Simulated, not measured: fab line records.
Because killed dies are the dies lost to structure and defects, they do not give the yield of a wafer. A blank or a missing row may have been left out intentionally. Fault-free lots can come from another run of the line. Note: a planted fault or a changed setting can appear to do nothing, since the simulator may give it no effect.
Problem report in the 8D (eight disciplines) form, filled by code | flow sky130 | the parts of the form that need people (team, actions taken, sign-off) are left out

## 1. PROBLEM STATEMENT
Mean SD_N_RS at SKY_SD_N_RS_MEAS_16: 65.38 ohm/sq over 6 wafers in 2 lots; fault-free wafers: 68.51 ohm/sq, standard deviation 0.1. Relative to the usual mean, that is a shift of -31 standard deviations.
The step: measures by four-point-probe.
First observed at day 33 20:11: wafer L222.1, on film_metro-04. At this step, 33 wafers from 11 lots have a number in the record. Rule for "out" (also "out of limits"): further than 4 standard deviations from the usual mean. Any other wafer with a number is counted as sound.

## 2. WHAT IT IS; WHAT IT IS NOT
question                    | is                           | is not
which readings at this step | SD_N_RS                      | -
which lots                  | L222, L223                   | L206, L207, L211, L212, L215, L216, L226, L227, L228
which wafers of those lots  | all that have a number       | -
read on which gauges        | film_metro-02, film_metro-04 | film_metro-03
when                        | from day 33 20:11            | up to then (18 sound wafers); but 9 sound wafers of L226, L227, L228 came after

## 3. SUSPECTS, AND WHAT RULES EACH OUT
Counting: a tool at any process step up to the reading remains a suspect when it ran all the lots that are out and ran no sound lot after the first of those.
- the gauge at SKY_SD_N_RS_MEAS_16 is ruled out. Those wafers that are out were read across 2 gauges (film_metro-02, film_metro-04).
- implanter-01 at SKY_SD_N_IMPLANT_09: kept. All lots that are out passed through it, beginning with L222 at day 33 19:29, and no sound lot followed; its final sound lot before that point was L216 at day 32 02:31. On those wafers its own readings are out: beam_on_s, dose_ions_cm2.
Remaining after the count: implanter-01 at SKY_SD_N_IMPLANT_09.

## 4. THE CAUSE (what the simulator had put in)
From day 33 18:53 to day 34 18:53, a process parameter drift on implanter-01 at SKY_SD_N_IMPLANT_09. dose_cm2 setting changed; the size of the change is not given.
Counting left only this tool.

## 5. THE CHAIN OF EFFECTS, in route order
Rows list readings where the struck wafers' mean (over those with a number) sits beyond 3 standard deviations from the usual. Scope: only readings with a usual standard deviation given in the record; hours: median across lots of the time from each lot's start at the first step in this table that gives one to its start at this step; sigmas: change in usual standard deviations.
hours | step                | reading                  | usual        | on struck wafers | change | sigmas
0     | SKY_SD_N_IMPLANT_09 | beam_on_s                | 19.1 s       | 29.8             | +10.7  | +18
0     | SKY_SD_N_IMPLANT_09 | dose_ions_cm2            | 4e+15        | 6e+15            | +2e+15 | +99 or more
0     | SKY_SD_N_STRIP_11   | oes_product_au           | 0.527 a.u.   | 0.513            | -0.014 | -3.1
0     | SKY_SD_N_STRIP_11   | strip_time_to_endpoint_s | 22.55 s      | 23.52            | +0.97  | +22
1     | SKY_SD_N_RS_MEAS_16 | SD_N_RS                  | 68.51 ohm/sq | 65.38            | -3.14  | -31
Process steps it contains:
- SKY_SD_N_IMPLANT_09
- SKY_SD_N_STRIP_11: strips in O2/N2.
Later steps that measure or inspect, where all struck wafers having a row at the step show a number for every such reading and not one has moved that far: SKY_CONTACT_CD_MEAS_14.

## 6. WHAT WOULD HAVE CAUGHT IT SOONER
In this record the first reading out of limits at a measuring or inspecting step was taken at day 33 20:11, 1 hour after the fault began at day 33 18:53.
At SKY_SD_N_IMPLANT_09, the tool's own readings (beam_on_s, dose_ions_cm2) were out on each struck wafer the step has a row for, so an alarm limit on them would have fired on the first such wafer.
Among the 2 lots that are out, L223 began SKY_SD_N_IMPLANT_09 on implanter-01 after day 33 20:11. A tool hold placed at that time would have kept it from harm.
